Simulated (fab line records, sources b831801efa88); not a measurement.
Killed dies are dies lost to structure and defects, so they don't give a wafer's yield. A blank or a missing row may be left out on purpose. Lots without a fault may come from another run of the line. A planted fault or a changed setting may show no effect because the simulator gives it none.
One fault seen from 2 desks | flow sfq_line | each desk has only its own numbers; what lay behind them comes last

THE TOOL OWNER'S DESK: pvd_sputter-05
The tool's own readings at SFQ_TRILAYER_M4_DEP_SPUTTER_091 (material Nb, target thk 200 nm, time 133.3 s): means of the sampled wafers that have a number, for each lot that ran on this tool. A lot is out of limits, marked OUT, if its mean lies more than 4 standard deviations from the usual mean; the brackets give that distance.
Columns: A = cathode_dc_power_W at SFQ_TRILAYER_M4_DEP_SPUTTER_091, usual 2000.0 W; B = throttle_valve_pct at SFQ_TRILAYER_M4_DEP_SPUTTER_091, usual 30.7 %
lot  | first seen here | A                        | B
L675 | day 34 04:16    | 1999.3                   | 31.2
L676 | day 34 15:04    | 1999.9                   | 30.8
L677 | day 34 22:16    | 2369.8 (+99 or more) OUT | 30.7
L678 | day 35 05:28    | 2369.1 (+99 or more) OUT | 30.9
L687 | day 38 03:49    | 2000.3                   | 31.0
L691 | day 39 14:37    | 1999.8                   | 31.1
L693 | day 40 07:14    | 2000.1                   | 31.4
This desk's finding: out of limits on L677, L678; first on L677, day 34 22:16 (cathode_dc_power_W at SFQ_TRILAYER_M4_DEP_SPUTTER_091). In limits: L675, L676, L687, L691, L693.

THE METROLOGY DESK
What the gauges read, lot by lot, whatever tool the lot ran on: means of the sampled wafers that have a number. A lot is out of limits, marked OUT, if its mean lies more than 4 standard deviations from the usual mean; the brackets give that distance.
Columns: A = M4_NB_RS at SFQ_M4_RS_MEAS_924, usual 0.884 ohm/sq
lot  | first seen here | A
L672 | day 32 23:41    | 0.874
L675 | day 34 04:24    | 0.880
L676 | day 34 15:10    | 0.882
L677 | day 34 22:22    | 0.741 (-13) OUT
L678 | day 35 05:36    | 0.739 (-13) OUT
L685 | day 37 14:08    | 0.868
L686 | day 37 22:31    | 0.878
L687 | day 38 03:57    | 0.892
L688 | day 38 12:19    | 0.872
L689 | day 39 03:56    | 0.889
L690 | day 39 11:08    | 0.885
L691 | day 39 14:43    | 0.890
L692 | day 39 19:32    | 0.884
L693 | day 40 07:19    | 0.887
This desk's finding: out of limits on L677, L678; first on L677, day 34 22:22 (M4_NB_RS at SFQ_M4_RS_MEAS_924). In limits: L672, L675, L676, L685, L686, L687, L688, L689, L690, L691, L692, L693.

PUT TOGETHER
The tool owner's desk could have raised an alarm at day 34 22:16, on L677, L678.
The metrology desk could have raised an alarm at day 34 22:22, on L677, L678.
Of the lots named, all ran SFQ_TRILAYER_M4_DEP_SPUTTER_091 on pvd_sputter-05.

WHAT THE SIMULATOR HAD PUT IN
Process parameter drift: pvd_sputter-05, from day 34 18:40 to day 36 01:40, at SFQ_TRILAYER_M4_DEP_SPUTTER_091. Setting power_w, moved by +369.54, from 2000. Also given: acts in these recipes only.
Lots struck among those shown: L677, L678.
Hours from the fault's start to each desk's first reading out of limits: the tool owner's desk, 4; the metrology desk, 4.
